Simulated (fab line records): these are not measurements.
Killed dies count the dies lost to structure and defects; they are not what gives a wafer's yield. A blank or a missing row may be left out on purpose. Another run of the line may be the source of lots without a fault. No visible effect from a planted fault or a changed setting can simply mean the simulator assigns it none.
2 desks, one fault -- flow gf180mcu -- what lay behind the numbers comes last; until then each desk has only its own

== AT THE METROLOGY DESK ==
What the gauges read for every lot (on any tool): the sampled wafers with a number, averaged. If a lot's mean is further than 4 standard deviations from the usual mean, the lot is out of limits and carries the mark OUT (the distance appears in the brackets).
Columns: A = M4_ALCU_RS at GF_M4_RS_MEAS_05, usual 0.0696 ohm/sq; B = MIM_CVD_05_THK at GF_MIM_THK_MEAS_06, usual 42.3 nm
lot,first seen here,A,B
L762,day 23 06:32,0.0697,42.2
L764,day 23 19:01,0.0691,41.6
L766,day 24 22:04,0.0690,42.7
L767,day 25 05:55,0.0688,42.7
L770,day 25 23:07,0.0691,42.5
L769,day 25 23:48,0.0697,41.9
L772,day 26 11:41,0.0702,43.7
L773,day 26 19:13,0.0699,44.2
L774,day 27 01:26,0.0701,42.6
L783,day 30 01:22,0.0681,41.6
L784,day 30 04:00,0.0695,43.0
L785,day 30 10:13,0.0695,43.0
This desk found nothing out of limits on any of the 12 lots.

== DESK OF THE TOOL OWNER: pecvd-03 ==
The tool's own readings at GF_MIM_CVD_05 (deposits Si3N4, target thk 42 nm, time 29.086 s): means of the sampled wafers that have a number, for each lot that ran on this tool. If a lot's mean is further than 4 standard deviations from the usual mean, the lot is out of limits and carries the mark OUT (the distance appears in the brackets).
Columns: A = heater-power-w at GF_MIM_CVD_05, usual 673 W; B = run-length-s at GF_MIM_CVD_05, usual 56.8 s; C = temp-max-c at GF_MIM_CVD_05, usual 400.01 C
lot,first seen here,A,B,C
L762,day 25 07:05,736,56.3,400.05
L764,day 25 17:59,687,56.7,400.17
L770,day 27 19:23,679,57.0,399.80
L769,day 27 20:50,683,56.4,400.04
L772,day 28 08:26,661,57.9,399.89
L773,day 28 15:25,709,58.9 (+4.1) OUT,399.81
L783,day 31 17:38,696,56.6,400.08
This desk's finding: out of limits on L773; first on L773, day 28 15:25 (run-length-s at GF_MIM_CVD_05). In limits: L762, L764, L770, L769, L772, L783.

== ALL TOGETHER ==
An alarm could have come from the tool owner's desk at day 28 15:25, on L773.
Nothing out of limits was seen by the metrology desk.
The metrology desk has L773 on record, within its limits.
On pecvd-03, each named lot ran GF_MIM_CVD_05.

== WHAT THE SIMULATOR HAD PUT IN ==
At GF_MIM_CVD_05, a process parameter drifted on pecvd-03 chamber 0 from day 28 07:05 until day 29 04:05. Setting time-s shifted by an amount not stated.
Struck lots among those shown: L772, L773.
How many hours passed from the start of the fault until each desk's first out-of-limits reading: the tool owner's desk, 8.
